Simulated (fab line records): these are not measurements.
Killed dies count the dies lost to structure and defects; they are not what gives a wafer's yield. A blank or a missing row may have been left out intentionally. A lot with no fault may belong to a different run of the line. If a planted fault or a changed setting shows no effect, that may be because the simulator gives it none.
A single fault, viewed from 2 desks || flow sky130 || only its own numbers are on each desk; what lay behind them is given at the end

## FROM THE METROLOGY DESK
Means of the sampled wafers that have a number, per lot and without regard to the tool the lot ran on: this is what the gauges read. If a lot's mean is further than 4 standard deviations from the usual mean, the lot is out of limits and carries the mark OUT (the distance appears in the brackets).
Columns: A = VIA1_BOW at SKY_VIA1_BOW_MEAS_03, usual 82 um; B = CAPM_CVD_00_THK at SKY_CAPM_THK_MEAS_01, usual 15.43 nm
{"lot": "L815", "first seen here": "day 33 02:13", "A": 82, "B": 15.21}
{"lot": "L817", "first seen here": "day 33 17:28", "A": 77, "B": 15.48}
{"lot": "L818", "first seen here": "day 34 05:32", "A": 84, "B": 15.54}
{"lot": "L821", "first seen here": "day 35 00:26", "A": 79, "B": 15.08}
{"lot": "L823", "first seen here": "day 35 10:31", "A": 83, "B": 15.46}
{"lot": "L824", "first seen here": "day 35 18:29", "A": 88, "B": 15.36}
{"lot": "L825", "first seen here": "day 36 13:04", "A": 70, "B": 15.34}
{"lot": "L826", "first seen here": "day 36 13:25", "A": 76, "B": 15.64}
{"lot": "L827", "first seen here": "day 36 22:22", "A": 83, "B": 15.41}
{"lot": "L835", "first seen here": "day 39 17:41", "A": 78, "B": 15.40}
{"lot": "L838", "first seen here": "day 40 04:17", "A": 79, "B": 15.59}
{"lot": "L836", "first seen here": "day 40 04:49", "A": 88, "B": 15.41}
{"lot": "L837", "first seen here": "day 40 07:10", "A": 78, "B": 15.03}
This desk's finding: nothing out of limits on any of the 13 lots.

## TOOL OWNER'S DESK, implanter-02
The tool's own readings at SKY_LDD_LDN_IMPLANT_08, given as means over the sampled wafers that have a number, one for each lot that went through this tool. If a lot's mean is further than 4 standard deviations from the usual mean, the lot is out of limits and carries the mark OUT (the distance appears in the brackets).
Columns: A = dose_ions_cm2 at SKY_LDD_LDN_IMPLANT_08, usual 1.2497e+13; B = faraday_current_uA at SKY_LDD_LDN_IMPLANT_08, usual 70.3
{"lot": "L815", "first seen here": "day 22 21:40", "A": 1.2506e+13, "B": 70.9}
{"lot": "L823", "first seen here": "day 25 17:20", "A": 1.2497e+13, "B": 71.9}
{"lot": "L824", "first seen here": "day 26 03:14", "A": 1.2478e+13, "B": 69.8}
{"lot": "L827", "first seen here": "day 27 07:19", "A": 1.2496e+13, "B": 69.3}
{"lot": "L835", "first seen here": "day 30 10:11", "A": "1.0688e+13 (-99 or more) OUT", "B": "60.4 (-6.6) OUT"}
{"lot": "L836", "first seen here": "day 30 23:16", "A": "1.0698e+13 (-99 or more) OUT", "B": "59.5 (-7.2) OUT"}
Finding of this desk: L835, L836 out of limits; the first was L835 at day 30 10:11, on dose_ions_cm2 at SKY_LDD_LDN_IMPLANT_08. In limits: L815, L823, L824, L827.

## BROUGHT TOGETHER
The tool owner's desk could have raised an alarm at day 30 10:11, on L835, L836.
The metrology desk saw nothing out of limits.
The metrology desk has L835, L836 on record, within its limits.
Every lot named ran SKY_LDD_LDN_IMPLANT_08 on implanter-02.

## WHAT THE SIMULATOR PUT IN
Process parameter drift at SKY_LDD_LDN_IMPLANT_08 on implanter-02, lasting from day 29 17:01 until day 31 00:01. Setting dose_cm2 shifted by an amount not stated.
Struck lots among those shown: L835, L836.
Time in hours from fault onset to the first out-of-limits reading at each desk: the tool owner's desk, 17.
